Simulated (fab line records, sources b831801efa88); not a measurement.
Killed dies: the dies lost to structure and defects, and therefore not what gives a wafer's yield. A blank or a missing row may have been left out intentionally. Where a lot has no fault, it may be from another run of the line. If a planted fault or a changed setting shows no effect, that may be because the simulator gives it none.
2 desks, one fault -- flow gf180mcu -- numbers are kept per desk, each desk with only its own; the story behind them comes last

## AT THE TOOL OWNER'S DESK: implanter-02
The tool's own readings at GF_HV_LDD_IMPLANT_48: means of the sampled wafers that have a number, for each lot that ran on this tool. If a lot's mean is further than 4 standard deviations from the usual mean, the lot is out of limits and carries the mark OUT (the distance appears in the brackets).
Columns: A = dose-ions-cm2 at GF_HV_LDD_IMPLANT_48, usual 3e+13; B = faraday-current-uA at GF_HV_LDD_IMPLANT_48, usual 169
lot,first seen here,A,B
L699,day 12 05:50,3e+13,168
L711,day 16 14:23,3e+13 (-99 or more) OUT,150 (-5.9) OUT
L713,day 17 12:32,3e+13 (-99 or more) OUT,152 (-5.2) OUT
L721,day 20 02:50,3e+13,169
This desk finds L711, L713 out of limits, L711 being first, at day 16 14:23 (dose-ions-cm2 at GF_HV_LDD_IMPLANT_48). In limits: L699, L721.

## FROM THE METROLOGY DESK
What the gauges read, lot by lot, whatever tool the lot ran on: means of the sampled wafers that have a number. If a lot's mean is further than 4 standard deviations from the usual mean, the lot is out of limits and carries the mark OUT (the distance appears in the brackets).
Columns: A = HV_LDD_01_OVL at GF_HV_LDD_OVL_MEAS_20, usual -1.3 nm; B = HV_LDD_02_OVL at GF_HV_LDD_OVL_MEAS_32, usual -1.1 nm; C = HV_LDD_4_TW at GF_HV_LDD_TW_MEAS_50, usual 570; D = NSD_OVL at GF_NSD_OVL_MEAS_08, usual -0.1 nm
lot,first seen here,A,B,C,D
L699,day 10 16:34,-4.1,-0.7,567,1.4
L700,day 10 21:34,-1.5,-2.2,561,-1.2
L701,day 11 06:04,0.6,-0.7,568,0.3
L702,day 11 10:37,-1.3,-1.0,573,-1.2
L703,day 11 20:16,-2.3,-1.4,574,-1.6
L711,day 14 17:54,-2.8,-2.3,556,-0.8
L713,day 15 13:36,-0.6,-0.5,548 (-4.7) OUT,-0.3
L715,day 16 08:22,-1.1,-1.9,575,0.1
L717,day 16 18:07,-1.9,1.1,567,0.9
L718,day 17 01:25,-2.3,-2.1,568,-0.8
L719,day 17 03:16,-1.2,-1.2,576,0.0
L720,day 17 12:39,-2.5,-0.2,573,-1.9
L722,day 17 23:55,-1.7,-0.2,574,0.8
L721,day 18 01:10,-0.4,-2.0,570,-0.8
Per this desk, out of limits: L713; the first was L713, day 17 12:47 (HV_LDD_4_TW at GF_HV_LDD_TW_MEAS_50). In limits: L699, L700, L701, L702, L703, L711, L715, L717, L718, L719, L720, L722, L721.

## ALL TOGETHER
An alarm could have come from the tool owner's desk at day 16 14:23, on L711, L713.
At day 17 12:47 the metrology desk could have sounded an alarm, on L713.
The metrology desk has L711 on record, within its limits.
The lots listed all ran GF_HV_LDD_IMPLANT_48 on implanter-02.

## WHAT THE SIMULATOR PUT IN
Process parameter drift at GF_HV_LDD_IMPLANT_48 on implanter-02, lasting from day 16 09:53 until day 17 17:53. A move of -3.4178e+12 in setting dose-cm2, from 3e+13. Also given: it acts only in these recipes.
Shown lots that were struck: L711, L713.
Fault start to first reading out of limits, in hours, per desk: tool owner, 4; metrology, 27.
